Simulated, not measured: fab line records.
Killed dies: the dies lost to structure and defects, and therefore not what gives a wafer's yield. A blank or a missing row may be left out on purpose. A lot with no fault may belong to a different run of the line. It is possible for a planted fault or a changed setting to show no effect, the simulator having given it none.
Code-filled problem report in 8D (eight disciplines) form	flow sky130	the parts of the form that need people (team, actions taken, sign-off) are left out

== 1. PROBLEM STATEMENT ==
Mean of rf-fwd-power-W at SKY_VIA2_ETCH_15: 1248 W across 6 wafers in 2 lots; on wafers with no fault it is 1490 W (standard deviation 5). That puts it -48 standard deviations away from the usual mean.
The step: etches SiO2 in C4F8/O2/Ar, stops on TiN, target depth 546 nm, time 84 s.
The first sign was on wafer L251.1 at day 42 14:13, on rie-diel-03. At this step, 30 wafers from 10 lots have a number in the record. By rule, "out" or "out of limits" means more than 4 standard deviations away from the usual mean. All remaining wafers that have a number are taken as sound.

== 2. WHAT THIS IS AND IS NOT ==
question	is	is not
which readings at this step	rf-fwd-power-W	-
which lots	L251, L253	L234, L236, L237, L242, L250, L255, L256, L257
which wafers of those lots	all that have a number	-
read on which tools	rie-diel-03	rie-diel-02, rie-diel-04
when	from day 42 14:13	up to then (15 sound wafers); but 9 sound wafers of L255, L256, L257 came after

== 3. WHAT RULES OUT EACH SUSPECT ==
Counting: a tool at any process step up to the reading remains a suspect when it ran all the lots that are out and ran no sound lot after the first of those.
- pvd-sputter-02 at SKY_METAL2_SPUTTER_01 (material TiN, target thk 20 nm, time 16.7 s): kept. All lots that are out passed through it, beginning with L251 at day 40 11:17, and no sound lot followed; its final sound lot before that point was L242 at day 37 06:38.
- rie-diel-03 at SKY_VIA2_ETCH_15 (etches SiO2 in C4F8/O2/Ar, stops on TiN, target depth 546 nm, time 84 s): kept. All lots that are out passed through it, beginning with L251 at day 42 14:13, and no sound lot followed; its final sound lot before that point was L250 at day 42 12:40. Out on those wafers are its own readings of rf-fwd-power-W.
The count leaves rie-diel-03 at SKY_VIA2_ETCH_15 and pvd-sputter-02 at SKY_METAL2_SPUTTER_01.

== 4. THE CAUSE (what the simulator had put in) ==
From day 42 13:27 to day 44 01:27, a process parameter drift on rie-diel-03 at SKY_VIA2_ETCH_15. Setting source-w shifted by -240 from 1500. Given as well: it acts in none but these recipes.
Counting left 2 suspects, and this tool is among them.

== 5. THE CHAIN OF EFFECTS, in route order ==
Rows list readings where the struck wafers' mean (over those with a number) sits beyond 3 standard deviations from the usual. Readings are gone through only where the record gives a usual standard deviation; hours: the median, over the lots, of the time from a lot's start at the first step in this table giving one to that lot's start at this step; sigmas: the change measured in usual standard deviations.
hours	step	reading	usual	on struck wafers	change	sigmas
0	SKY_VIA2_ETCH_15	rf-fwd-power-W	1490 W	1248	-242	-48
Its process steps:
- SKY_VIA2_ETCH_15: etches SiO2 in C4F8/O2/Ar, stops on TiN, target depth 546 nm, time 84 s.

== 6. WHAT WOULD HAVE CAUGHT IT SOONER ==
In this record the first reading out of limits was taken at day 42 14:13, 1 hour after the fault began at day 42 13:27.
